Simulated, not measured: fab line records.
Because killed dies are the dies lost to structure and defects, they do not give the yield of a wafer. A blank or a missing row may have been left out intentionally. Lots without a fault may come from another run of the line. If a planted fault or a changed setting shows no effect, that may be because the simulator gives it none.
Problem report in the 8D (eight disciplines) form, filled by code    flow gf180mcu    the parts of the form that need people (team, actions taken, sign-off) are left out

1. THE ISSUE
Mean V4_CVD_00_THK at GF_V4_THK_MEAS_01: 462 nm over 9 wafers in 3 lots; fault-free wafers: 598 nm, standard deviation 8.4. Measured from the usual mean, that is -16 standard deviations.
Earliest sighting: wafer L868.1 on film metro-03 at day 25 08:29. The record holds 30 wafers of 10 lots with a number at this step. Rule for "out" (also "out of limits"): further than 4 standard deviations from the usual mean. Any other wafer with a number is counted as sound.

2. WHAT IT IS; WHAT IT IS NOT
question                     is                            is not
which readings at this step  V4_CVD_00_THK                 -
which lots                   L868, L870, L873              L862, L863, L864, L875, L876, L878, L885
which wafers of those lots   all that have a number        -
read on which gauges         film metro-03, film metro-04  film metro-01
when                         from day 25 08:29             up to then (9 sound wafers); but 12 sound wafers of L875, L876, L878, L885 came after

3. SUSPECTS, AND WHAT RULES EACH OUT
Counting: a tool stays on the suspect list if, at a process step up to the reading, it processed all lots that are out and no sound lot following the first of them.
- the gauge at GF_V4_THK_MEAS_01: ruled out. The wafers that are out were read on 2 gauges (film metro-03, film metro-04).
- hdpcvd-01 at GF_V4_CVD_00 (deposits SiO2, target thk 600 nm, time 100 s): kept. It processed each lot that is out, first L868 at day 25 08:24, and no sound lot thereafter; up to then, the last sound lot it processed was L862 at day 23 10:49.
The count leaves hdpcvd-01 at GF_V4_CVD_00.

4. THE CAUSE (what the simulator had put in)
Site profile drift: hdpcvd-01, from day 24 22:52 on, at GF_V4_CVD_00. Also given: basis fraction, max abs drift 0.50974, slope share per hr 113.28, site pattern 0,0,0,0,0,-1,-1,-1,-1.
The count eliminated every tool but this one.

5. SEQUENCE OF EFFECTS, ordered by route
One row per reading whose mean, taken over the struck wafers that have a number, lies over 3 standard deviations from the usual. Readings are gone through only where the record gives a usual standard deviation; hours: the median, over the lots, of the time from a lot's start at the first step in this table giving one to that lot's start at this step; sigmas: the change measured in usual standard deviations.
hours  step               reading        usual   on struck wafers  change  sigmas
0      GF_V4_THK_MEAS_01  V4_CVD_00_THK  598 nm  462               -136    -16
Later measuring or inspecting steps at which every struck wafer that the step has a row for has a number for every such reading, and none has moved that far: GF_V4_THK_MEAS_25.

6. WHAT WOULD HAVE CAUGHT IT SOONER
In this record the first reading out of limits at a measuring or inspecting step was taken at day 25 08:29, 10 hours after the fault began at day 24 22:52.
Lots out: 3; of these, L870, L873 started GF_V4_CVD_00 on hdpcvd-01 after day 25 08:29. A hold on the tool at that time would have spared those 2.
